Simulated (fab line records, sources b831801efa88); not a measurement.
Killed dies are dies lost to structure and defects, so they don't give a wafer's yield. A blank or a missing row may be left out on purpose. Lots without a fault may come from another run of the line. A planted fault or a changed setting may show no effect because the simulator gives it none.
Which tool did it? | flow sky130 | 10 lots, 30 wafers sampled, at 5 steps of a route of 708

WHAT THE GAUGES READ, wafer by wafer
SKY_VIA4_THK_MEAS_01.
lot  | measured     | on            | VIA4_HDPCVD_THK (nm)
L614 | day 42 10:41 | film_metro-02 | 1787 1775 1786
L619 | day 43 14:23 | film_metro-02 | 1749 1775 1772
L620 | day 43 20:43 | film_metro-03 | 1758 1747 1808
L622 | day 44 08:29 | film_metro-02 | 1795 1774 1741
L626 | day 45 09:07 | film_metro-04 | 1786 1783 1773
L629 | day 46 03:21 | film_metro-02 | 2653 2618 2626
L630 | day 46 08:33 | film_metro-03 | 2626 2636 2655
L631 | day 46 12:36 | film_metro-02 | 2678 2672 2675
L632 | day 46 23:28 | film_metro-03 | 1732 1765 1737
L636 | day 47 18:36 | film_metro-02 | 1743 1741 1743

WHICH TOOL RAN EACH LOT (tool, then ch and the chambers of the sampled wafers, then the start)
lot  | SKY_METAL2_ETCH_18                | SKY_METAL2_METAL_ETCH_19          | SKY_VIA2_CMP_02               | SKY_VIA4_HDPCVD_00
L614 | rie_metal-04 ch 0,1, day 35 16:28 | rie_metal-04 ch 0,1, day 35 16:32 | cmp-01 ch 0,3, day 35 17:23   | hdpcvd-01 ch 1,2, day 42 10:30
L619 | rie_metal-03 ch 0,1, day 37 02:25 | rie_metal-03 ch 0,1, day 37 02:29 | cmp-01 ch 1,2,3, day 37 03:21 | hdpcvd-01 ch 1,2, day 43 14:11
L620 | rie_metal-04 ch 1, day 37 08:38   | rie_metal-04 ch 1, day 37 08:46   | cmp-02 ch 1,2,3, day 37 09:46 | hdpcvd-02 ch 0,1,2, day 43 20:32
L622 | rie_metal-04 ch 0,1, day 37 21:28 | rie_metal-04 ch 0,1, day 37 21:32 | cmp-02 ch 0,1,2, day 37 22:24 | hdpcvd-01 ch 0,1,2, day 44 08:18
L626 | rie_metal-03 ch 1, day 38 23:23   | rie_metal-03 ch 1, day 38 23:28   | cmp-02 ch 2,3, day 39 00:41   | hdpcvd-01 ch 0,2, day 45 08:56
L629 | rie_metal-01 ch 0,1, day 39 20:56 | rie_metal-01 ch 0,1, day 39 21:01 | cmp-01 ch 0,1, day 39 21:58   | hdpcvd-01 ch 0,1, day 46 03:10
L630 | rie_metal-01 ch 0,1, day 40 03:22 | rie_metal-01 ch 0,1, day 40 03:26 | cmp-01 ch 1,2,3, day 40 04:22 | hdpcvd-01 ch 0,1, day 46 08:22
L631 | rie_metal-03 ch 0,1, day 40 08:35 | rie_metal-03 ch 0,1, day 40 08:40 | cmp-01 ch 0,3, day 40 09:32   | hdpcvd-01 ch 0,2, day 46 12:25
L632 | rie_metal-04 ch 0,1, day 40 21:27 | rie_metal-04 ch 0,1, day 40 21:31 | cmp-01 ch 0,1,2, day 40 22:28 | hdpcvd-02 ch 0,1,2, day 46 23:17
L636 | rie_metal-04 ch 0,1, day 41 21:55 | rie_metal-04 ch 0,1, day 41 21:59 | cmp-02 ch 0,2,3, day 41 22:53 | hdpcvd-02 ch 0,1, day 47 18:25
- SKY_METAL2_ETCH_18: etches BARC in N2/H2, stops on SiO2, time 45.9 s, target depth 60 nm.
- SKY_METAL2_METAL_ETCH_19: etches the open film in Cl2/BCl3, stops on SiO2, target depth 360 nm, time 78 s.
- SKY_VIA2_CMP_02: polishes SiO2.
- SKY_VIA4_HDPCVD_00: deposits SiO2, target thk 1750 nm, time 291.7 s.

WHAT THE TOOLS THEMSELVES READ (means of the sampled wafers that have a number; where no wafer has one, the mark that the record gives instead)
SKY_METAL2_ETCH_18.
lot  | tool         | chamber_pressure_mTorr (mTorr) | drypump_motor_current_A (A) | oes_product_au (a.u.) | throttle_valve_pct (%)
L614 | rie_metal-04 | 30.028                         | 6.0                         | 0.854                 | 13.223
L619 | rie_metal-03 | 30.015                         | 5.7                         | 0.854                 | 13.226
L620 | rie_metal-04 | 29.985                         | 5.7                         | 0.854                 | 13.229
L622 | rie_metal-04 | 30.001                         | 5.9                         | 0.849                 | 13.229
L626 | rie_metal-03 | 30.016                         | 6.3                         | 0.850                 | 13.230
L629 | rie_metal-01 | 29.998                         | 5.5                         | 0.856                 | 13.221
L630 | rie_metal-01 | 29.972                         | 5.4                         | 0.858                 | 13.221
L631 | rie_metal-03 | 29.994                         | 5.9                         | 0.854                 | 13.220
L632 | rie_metal-04 | 29.997                         | 5.9                         | 0.856                 | 13.227
L636 | rie_metal-04 | 30.021                         | 6.2                         | 0.855                 | 13.223

SKY_METAL2_METAL_ETCH_19.
lot  | tool         | bcl3_flow_sccm (sccm) | chamber_pressure_mTorr (mTorr) | drypump_motor_current_A (A) | mfc_cl2_sccm (sccm) | oes_product_au (a.u.) | throttle_valve_pct (%)
L614 | rie_metal-04 | 30.10                 | 9.994                          | 6.0                         | 59.95               | 0.851                 | 22.269
L619 | rie_metal-03 | 30.06                 | 9.995                          | 5.6                         | 59.90               | 0.863                 | 22.263
L620 | rie_metal-04 | 30.15                 | 10.005                         | 5.7                         | 60.01               | 0.852                 | 22.260
L622 | rie_metal-04 | 29.90                 | 10.005                         | 6.0                         | 59.86               | 0.857                 | 22.274
L626 | rie_metal-03 | 29.91                 | 10.000                         | 6.2                         | 59.96               | 0.851                 | 22.272
L629 | rie_metal-01 | 30.05                 | 10.009                         | 5.5                         | 59.75               | 0.853                 | 22.264
L630 | rie_metal-01 | 29.96                 | 9.993                          | 5.3                         | 59.98               | 0.851                 | 22.265
L631 | rie_metal-03 | 30.04                 | 9.994                          | 5.9                         | 60.10               | 0.854                 | 22.261
L632 | rie_metal-04 | 30.00                 | 10.004                         | 6.0                         | 59.94               | 0.854                 | 22.262
L636 | rie_metal-04 | 29.94                 | 9.996                          | 6.2                         | 60.09               | 0.854                 | 22.266

SKY_VIA2_CMP_02.
lot  | tool   | motor_current_A (A)
L614 | cmp-01 | 13.2
L619 | cmp-01 | 12.6
L620 | cmp-02 | 11.1
L622 | cmp-02 | 11.8
L626 | cmp-02 | 10.4
L629 | cmp-01 | 13.2
L630 | cmp-01 | 12.7
L631 | cmp-01 | 13.2
L632 | cmp-01 | 12.6
L636 | cmp-02 | 11.6

SKY_VIA4_HDPCVD_00.
lot  | tool      | pressure_mtorr (mTorr) | sih4_flow_sccm (sccm)
L614 | hdpcvd-01 | 6.007                  | 59.86
L619 | hdpcvd-01 | 6.011                  | 60.01
L620 | hdpcvd-02 | 6.000                  | 59.99
L622 | hdpcvd-01 | 5.980                  | 59.86
L626 | hdpcvd-01 | 6.005                  | 59.94
L629 | hdpcvd-01 | 5.999                  | 90.02
L630 | hdpcvd-01 | 6.008                  | 90.06
L631 | hdpcvd-01 | 6.007                  | 90.01
L632 | hdpcvd-02 | 6.009                  | 60.16
L636 | hdpcvd-02 | 5.998                  | 60.12

THE ANSWER, worked out from the rows above alone
Rule: what is usual is taken from the lots themselves. Put in order of their means at a reading, lots are off if they are a third of the lots or fewer, leave a main group of 4 or more, and stand apart from it by a gap of 3 or more times the standard deviation of the main group's means; of several such gaps the widest counts. A main group whose means are all the same, to the digits that the tables above print for the reading, isn't used. A lot without any number at a reading at which 4 lots or more have one is off too. The other lots that the step has rows for count as sound. The gauges are gone through in route order, then the tools' own readings, and for those a lot's mean is taken as printed above. The first step at which some lot is off is used, and at that step the reading that is off furthest; a lot without a number counts as furthest.
Off: L629, L630, L631, at SKY_VIA4_THK_MEAS_01 (VIA4_HDPCVD_THK). The main group: mean 1765 nm, standard deviation 15.
A tool fits if, at a process step before that reading, it ran every lot that is off, and no sound lot after the first of them. The gauges at SKY_VIA4_THK_MEAS_01 aren't tried: what is off there is off at SKY_VIA4_HDPCVD_00 too, on other tools, and a gauge's error can't cause that. One fits: hdpcvd-01 at SKY_VIA4_HDPCVD_00. Its last sound lot is L626 (day 45 08:56), its first lot that is off L629 (day 46 03:10): a fault that began between those two fits.
The tool's own readings at SKY_VIA4_HDPCVD_00 bear it out: on the lots that are off they differ by more than 5 times the standard deviation of the sound lots' means. sih4_flow_sccm reads 90.03 sccm there against 59.99 sccm on the sound lots.

WHAT THE SIMULATOR HAD PUT IN
Process parameter drift: hdpcvd-01, from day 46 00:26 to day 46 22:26, at SKY_VIA4_HDPCVD_00. Setting sih4_flow_sccm, moved by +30, from 60. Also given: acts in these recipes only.
Lots struck among those shown: L629, L630, L631. The rule above found the same.
